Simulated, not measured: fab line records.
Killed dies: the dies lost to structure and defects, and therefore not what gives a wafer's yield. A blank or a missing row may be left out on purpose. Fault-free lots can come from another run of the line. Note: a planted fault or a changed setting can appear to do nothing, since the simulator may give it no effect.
Code-filled problem report in 8D (eight disciplines) form	flow gf180mcu	the parts of the form that need people (team, actions taken, sign-off) are left out

== 1. THE PROBLEM ==
Wafers free of any fault read 1197 ohm/sq (standard deviation 3.6) for LVPWELL_RS at GF_VT_IMPLANT_RS_MEAS_48, against a mean of 1228 ohm/sq on 6 wafers of 2 lots. Measured from the usual mean, that is +8.7 standard deviations.
The step: measures by four-point-probe.
First observed at day 10 15:27: wafer L408.2, on film metro-02. At this step, 42 wafers from 14 lots have a number in the record. The rule behind "out" and "out of limits": a value lying over 4 standard deviations away from the usual mean. Any other wafer with a number is counted as sound.

== 2. WHAT IT IS, AND WHAT IT ISN'T ==
question	is	is not
which readings at this step	LVPWELL_RS	-
which lots	L408, L412	L397, L399, L400, L401, L402, L403, L405, L406, L407, L409, L419, L420
which wafers of those lots	all that have a number	-
read on which gauges	film metro-02	film metro-01, film metro-03
when	from day 10 15:27	up to then (27 sound wafers); but 9 sound wafers of L409, L419, L420 came after

== 3. THE SUSPECTS, EACH WITH WHAT RULES IT OUT ==
Counting: a tool at a process step up to the reading stays a suspect if it ran every lot that is out and no sound lot after the first of them.
- the gauge at GF_VT_IMPLANT_RS_MEAS_48: kept. All the wafers that are out were read on film metro-02, and no step on other tools shows them out.
- cmp-02 at GF_STI_CMP_25 (polishes, stops on Si3N4, t overpolish 33 s, target thk 524.6 nm): ruled out as a lasting fault. Following L408 (day 4 14:00), the first lot on it that is out, the sound lots L409, L420 were run on it.
- implanter-02 at GF_LVPWELL_IMPLANT_08: kept. Every lot that is out went through it, starting with L408 (day 6 12:46), and after that it ran no sound lot; the last sound lot it ran before then is L406 (day 6 01:38).
The count leaves film metro-02 at GF_VT_IMPLANT_RS_MEAS_48 and implanter-02 at GF_LVPWELL_IMPLANT_08.

== 4. THE CAUSE (what the simulator had put in) ==
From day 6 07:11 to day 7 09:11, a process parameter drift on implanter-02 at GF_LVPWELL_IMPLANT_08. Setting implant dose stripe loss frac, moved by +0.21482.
After counting, 2 suspects remain, this tool included.

== 5. THE EFFECT CHAIN, in route order ==
Each row: a reading whose mean over the struck wafers that have a number lies more than 3 standard deviations from the usual. Only readings for which the record gives a usual standard deviation are gone through. hours: the time from each lot's start at the first step in this table that gives one to its start at this step, as a median over the lots. sigmas: the change in usual standard deviations.
hours	step	reading	usual	on struck wafers	change	sigmas
0	GF_VT_IMPLANT_RS_MEAS_48	LVPWELL_RS	1197 ohm/sq	1228	+31	+8.7
Later steps that measure or inspect, where all struck wafers having a row at the step show a number for every such reading and not one has moved that far: GF_SALICIDE_RS_MEAS_04, GF_CONTACT_CD_MEAS_14.

== 6. HOW IT WOULD HAVE BEEN CAUGHT EARLIER ==
The first out-of-limits reading at a measuring or inspecting step in this record came at day 10 15:27, 104 hours after the fault's start at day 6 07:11.
All the lots that are out (2) had begun GF_LVPWELL_IMPLANT_08 on implanter-02 by day 10 15:27. A hold on the tool at that time would have spared none of them.
